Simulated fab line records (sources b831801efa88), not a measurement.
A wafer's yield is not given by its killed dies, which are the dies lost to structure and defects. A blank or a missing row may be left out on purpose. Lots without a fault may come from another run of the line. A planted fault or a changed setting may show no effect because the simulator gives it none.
Struck lot and sound lot, side by side | flow sfq-line | 37 out of 325 route steps
Sound: wafers L237.1, L237.2, L237.3. The struck wafers were L248.2, L248.3, L248.4. The cause comes at the end.
For every step that has rows: the tool of each side, followed by ch and its chambers, followed by its first start. Under that, the readings that differ: sound wafers | struck wafers | difference of the means | sigmas: that difference in standard deviations of wafers without a fault.
alike: a reading whose means differ by less than 2 such deviations, as well as words and numbers matching on both sides. not compared: withheld readings; readings where some wafer has no value; bounds like >300 that might hide an equal value; numbers whose values overlap and for which the record gives no deviation.
The two part at a step that has a row with sigmas, a row that says differs or no value, or rows on one side only. Numbers that have no deviation but don't overlap get no sigmas and don't part them. Lack of a reading on every wafer of one side parts them only where that side has two or more wafers.

SFQ_R5_THK_MEAS_934: measures by xrf.
  sound: film-metro-02 at day 59 17:34; struck: film-metro-02 at day 63 01:22
  alike: R5_MONX_THK
then, 6 steps without rows for these wafers: SFQ_TRILAYER_R5_LITHO_COAT_141 (resist thk 62 nm); SFQ_TRILAYER_R5_LITHO_COAT_136 (resist thk 600 nm); SFQ_TRILAYER_R5_LITHO_SOFTBAKE_140; SFQ_TRILAYER_R5_LITHO_EXPOSE_137 (exposes mask R5, target cd 500 nm); SFQ_TRILAYER_R5_LITHO_PEB_139 (peb time 60 s); SFQ_TRILAYER_R5_LITHO_DEVELOP_138 (time 60 s).
-- the record jumps here: 5 days lie between the struck wafers' starts before and after --
SFQ_R5_OVL_MEAS_935:
  sound: overlay-02 at day 60 16:31; struck: overlay-01 at day 68 08:34
  alike: R5_OVL
then, 1 step without rows for these wafers: SFQ_TRILAYER_R5_BARC_OPEN_METAL_ETCH_177 (etches BARC in O2, target depth 125 nm, time 41.7 s).
SFQ_TRILAYER_R5_ETCH_METAL_ETCH_139: etches the open film in Cl2, stops on SiO2, target depth 60 nm, time 40 s.
  sound on rie-metal-04 ch 0,1, day 60 16:37; struck on rie-metal-03 ch 0,1, day 68 08:39
  alike: bias-w, drypump-motor-current-A, he-backside-leak-sccm, oes-product-au, rf-fwd-power-W
  not compared: rf-hours-counter-h
then, 2 steps without rows for these wafers: SFQ_TRILAYER_R5_STRIP_STRIP_140 (strips in O2); SFQ_TRILAYER_R5_STRIP_SOLV_CLEAN_141 (cleans in NMP, time 600 s).
SFQ_TRILAYER_A5C_DEP_PECVD_142: deposits SiO2 from SiH4/N2O, time 15.556 s, target thk 70 nm.
  sound on pecvd-02 ch 0,1,2, day 60 17:28; struck on pecvd-01 ch 1,2, day 68 09:29
  alike: heater-power-w, rf-fwd-power-W, throttle-valve-pct
  not compared: since-wet-clean-h, model.SiO2_of_TRILAYER_A5C_DEP_PECVD_142.thk-nm
then, 6 steps without rows for these wafers: SFQ_TRILAYER_I5_LITHO_COAT_149 (resist thk 62 nm); SFQ_TRILAYER_I5_LITHO_COAT_144 (resist thk 650 nm); SFQ_TRILAYER_I5_LITHO_SOFTBAKE_148; SFQ_TRILAYER_I5_LITHO_EXPOSE_145 (exposes mask I5, target cd 700 nm); SFQ_TRILAYER_I5_LITHO_PEB_147 (peb time 60 s); SFQ_TRILAYER_I5_LITHO_DEVELOP_146 (time 60 s).
SFQ_I5_OVL_MEAS_936:
  sound: overlay-02 at day 61 17:43; struck: overlay-01 at day 69 19:22
  alike: I5_OVL
SFQ_TRILAYER_I5_BARC_OPEN_VIA_ETCH_200: etches BARC in O2, target depth 125 nm, time 41.7 s.
  sound on rie-diel-04 ch 0,2,3, day 61 17:45; struck on rie-diel-04 ch 1,2,3, day 69 19:24
  alike: bias-w, drypump-motor-current-A, oes-product-au, rf-fwd-power-W
  not compared: rf-hours-counter-h
SFQ_TRILAYER_I5_ETCH_VIA_ETCH_147: etches the open film in CHF3, stops on Nb, target depth 360 nm.
  sound on rie-diel-04 ch 0,2,3, day 61 17:47; struck on rie-diel-04 ch 1,2,3, day 69 19:26
  reading    | sound             | struck            | difference | sigmas
  bias-w (W) | 80.14 79.70 80.35 | 79.54 79.39 79.60 | -0.55      | -2
  alike: drypump-motor-current-A, oes-product-au, rf-fwd-power-W
then, 8 steps without rows for these wafers: SFQ_TRILAYER_I5_STRIP_STRIP_148 (strips in O2); SFQ_TRILAYER_I5_STRIP_SOLV_CLEAN_149 (cleans in NMP, time 600 s); SFQ_TRILAYER_C5_LITHO_COAT_156 (resist thk 62 nm); SFQ_TRILAYER_C5_LITHO_COAT_151 (resist thk 650 nm); SFQ_TRILAYER_C5_LITHO_SOFTBAKE_155; SFQ_TRILAYER_C5_LITHO_EXPOSE_152 (exposes mask C5, target cd 500 nm); SFQ_TRILAYER_C5_LITHO_PEB_154 (peb time 60 s); SFQ_TRILAYER_C5_LITHO_DEVELOP_153 (time 60 s).
SFQ_C5_OVL_MEAS_937:
  sound: overlay-02 at day 67 15:20; struck: overlay-02 at day 70 23:49
  alike: C5_OVL
SFQ_TRILAYER_C5_BARC_OPEN_VIA_ETCH_210: etches BARC in O2, target depth 125 nm, time 41.7 s.
  sound on rie-diel-03 ch 0,1,2, day 67 15:22; struck on rie-diel-02 ch 0,1,2, day 70 23:50
  alike: bias-w, drypump-motor-current-A, oes-product-au, rf-fwd-power-W
  not compared: rf-hours-counter-h
SFQ_TRILAYER_C5_ETCH_VIA_ETCH_154: etches SiO2 in CHF3, stops on Nb, target depth 84 nm.
  sound on rie-diel-03 ch 0,1,2, day 67 15:25; struck on rie-diel-02 ch 0,1,2, day 70 23:53
  alike: bias-w, drypump-motor-current-A, oes-product-au, rf-fwd-power-W
  not compared: model.C5.feature-depth-nm, model.etch.depth-nm
SFQ_TRILAYER_C5_STRIP_STRIP_155: strips in O2.
  sound on rie-metal-04 ch 0,1, day 67 15:28; struck on rie-metal-01 ch 0,1, day 70 23:56
  reading                      | sound       | struck      | difference | sigmas
  he-backside-leak-sccm (sccm) | 4.0 3.4 6.7 | 3.5 3.7 3.7 | -1.1       | -3
  alike: drypump-motor-current-A, oes-product-au
  not compared: rf-hours-counter-h
then, 1 step without rows for these wafers: SFQ_TRILAYER_C5_STRIP_SOLV_CLEAN_156 (cleans in NMP, time 600 s).
SFQ_TRILAYER_M6_DEP_PRE_CLEAN_158: time 22.5 s.
  sound: pvd-sputter-04 at day 67 16:15; struck: pvd-sputter-06 at day 71 00:42
  not compared: model.SiO2_of_TRILAYER_A5C_DEP_PECVD_142.thk-nm
then, 1 step without rows for these wafers: SFQ_TRILAYER_M6_DEP_SPUTTER_157 (material Nb, target thk 200 nm, time 133.3 s).

WHERE THEY PART
First at SFQ_TRILAYER_I5_ETCH_VIA_ETCH_147; last, within this record, at SFQ_TRILAYER_C5_STRIP_STRIP_155.

WHY: whatever the simulator had introduced
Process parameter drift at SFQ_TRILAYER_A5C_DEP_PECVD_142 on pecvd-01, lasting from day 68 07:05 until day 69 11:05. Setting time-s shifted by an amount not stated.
